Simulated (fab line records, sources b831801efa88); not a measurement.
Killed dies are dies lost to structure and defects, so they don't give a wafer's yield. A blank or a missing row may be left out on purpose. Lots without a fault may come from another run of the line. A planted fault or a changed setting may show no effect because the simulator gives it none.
Which tool did it? | flow gf180mcu | 6 lots, 18 wafers sampled, at 4 steps of a route of 602

WHAT THE GAUGES READ, wafer by wafer
GF_M4_CD_MEAS_14: target cd 280 nm.
lot  | measured     | on        | cd_nm (nm)
L690 | day 24 11:46 | cd_sem-01 | 280.0 280.0 279.8
L691 | day 25 19:20 | cd_sem-01 | 280.5 281.1 282.2
L694 | day 26 03:49 | cd_sem-01 | 281.3 281.2 281.1
L699 | day 27 08:36 | cd_sem-01 | 280.9 280.4 279.8
L708 | day 30 10:09 | cd_sem-01 | 280.3 281.0 280.1
L709 | day 30 15:11 | cd_sem-02 | 278.6 278.4 279.2

WHICH TOOL RAN EACH LOT (tool, then ch and the chambers of the sampled wafers, then the start)
lot  | GF_V3_SPUTTER_22             | GF_M4_SPUTTER_02             | GF_M4_EXPOSE_11
L690 | pvd_sputter-04, day 23 13:01 | pvd_sputter-02, day 23 13:46 | krf_scanner-01 ch 0, day 24 00:57
L691 | pvd_sputter-01, day 24 22:03 | pvd_sputter-01, day 24 22:49 | krf_scanner-02 ch 0, day 25 09:02
L694 | pvd_sputter-02, day 25 05:31 | pvd_sputter-03, day 25 06:17 | krf_scanner-01 ch 0, day 25 17:38
L699 | pvd_sputter-01, day 26 11:51 | pvd_sputter-02, day 26 12:37 | krf_scanner-02 ch 0, day 26 22:52
L708 | pvd_sputter-01, day 29 14:46 | pvd_sputter-02, day 29 15:31 | krf_scanner-01 ch 0, day 30 00:48
L709 | pvd_sputter-01, day 29 20:35 | pvd_sputter-02, day 29 21:20 | krf_scanner-01 ch 0, day 30 06:38
- GF_V3_SPUTTER_22: material TiN, target thk 10 nm, time 40 s.
- GF_M4_SPUTTER_02: material AlCu, target thk 450 nm, time 23.9 s.
- GF_M4_EXPOSE_11: exposes mask Metal4, target cd 280 nm.

THE ANSWER, worked out from the rows above alone
Rule: what is usual is taken from the lots themselves. Put in order of their means at a reading, lots are off if they are a third of the lots or fewer, leave a main group of 4 or more, and stand apart from it by a gap of 3 or more times the standard deviation of the main group's means; of several such gaps the widest counts. A main group whose means are all the same, to the digits that the tables above print for the reading, isn't used. A lot without any number at a reading at which 4 lots or more have one is off too. The other lots that the step has rows for count as sound.
No lot is off at any reading shown: from this, nothing can be told.

WHAT THE SIMULATOR HAD PUT IN
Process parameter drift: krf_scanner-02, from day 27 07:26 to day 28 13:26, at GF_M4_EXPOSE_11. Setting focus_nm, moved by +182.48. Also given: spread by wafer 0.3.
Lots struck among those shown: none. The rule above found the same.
